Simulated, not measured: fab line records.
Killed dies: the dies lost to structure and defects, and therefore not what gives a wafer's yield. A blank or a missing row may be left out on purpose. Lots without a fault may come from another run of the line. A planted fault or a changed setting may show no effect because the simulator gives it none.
Chamber matching :: flow gf180mcu :: GF_V3_CMP_26 on cmp-02: 4 sister chambers
The step polishes, stops on SiO2, t overpolish 15 s, target thk 0 nm. 8 wafers are shown with their chamber, then 8 later ones without.

EACH WAFER AND ITS CHAMBER
wafer: L450.3
chamber: 3
motorCurrentA (A): 9.6
timeToEndpointS (s): 83

wafer: L450.4
chamber: 0
motorCurrentA (A): 10.2
timeToEndpointS (s): 88

wafer: L451.1
chamber: 2
motorCurrentA (A): 10.7
timeToEndpointS (s): 87

wafer: L451.3
chamber: 1
motorCurrentA (A): 10.9
timeToEndpointS (s): 91

wafer: L451.4
chamber: 3
motorCurrentA (A): 9.9
timeToEndpointS (s): 86

wafer: L452.1
chamber: 0
motorCurrentA (A): 9.5
timeToEndpointS (s): 83

wafer: L452.3
chamber: 2
motorCurrentA (A): 11.0
timeToEndpointS (s): 80

wafer: L452.6
chamber: 1
motorCurrentA (A): 10.6
timeToEndpointS (s): 90

WAFERS WITHOUT THEIR CHAMBER
wafer: L453.3
motorCurrentA (A): 10.4
timeToEndpointS (s): 83

wafer: L453.4
motorCurrentA (A): 10.1
timeToEndpointS (s): 84

wafer: L453.5
motorCurrentA (A): 11.0
timeToEndpointS (s): 89

wafer: L455.2
motorCurrentA (A): 10.3
timeToEndpointS (s): 84

wafer: L455.3
motorCurrentA (A): 10.2
timeToEndpointS (s): 87

wafer: L455.6
motorCurrentA (A): 10.3
timeToEndpointS (s): 83

wafer: L460.2
motorCurrentA (A): 9.9
timeToEndpointS (s): 84

wafer: L460.5
motorCurrentA (A): 9.9
timeToEndpointS (s): 85

THE CHAMBER EACH PASSED THROUGH
wafer: L453.3
from the rows above: can't be placed: 2 or 0 or 3 or 1
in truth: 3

wafer: L453.4
from the rows above: can't be placed: 0 or 3 or 2 or 1
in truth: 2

wafer: L453.5
from the rows above: can't be placed: 1 or 2
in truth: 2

wafer: L455.2
from the rows above: can't be placed: 0 or 2 or 3 or 1
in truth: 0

wafer: L455.3
from the rows above: can't be placed: 0 or 3 or 1 or 2
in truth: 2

wafer: L455.6
from the rows above: can't be placed: 0 or 2 or 3 or 1
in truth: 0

wafer: L460.2
from the rows above: can't be placed: 0 or 3
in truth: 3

wafer: L460.5
from the rows above: can't be placed: 0 or 3
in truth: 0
Correctly placed: 0 of 8. These rows do not allow placing 8 (true chamber among the candidates in 8). Wrongly placed: 0.
How it was worked out, from the rows above alone: a wafer's distance from a chamber is the root of the sum, over the readings, of the square of ((its reading less the chamber's mean) divided by the reading's scatter). If the next closest chamber is less than 2 further off than the closest, the wafer can't be placed; otherwise it belongs to the closest. A chamber's mean is the mean of its shown wafers. The scatter is the square root of a quotient: the sum, over the shown wafers, of each reading's squared deviation from its chamber's mean, divided by wafers minus chambers.
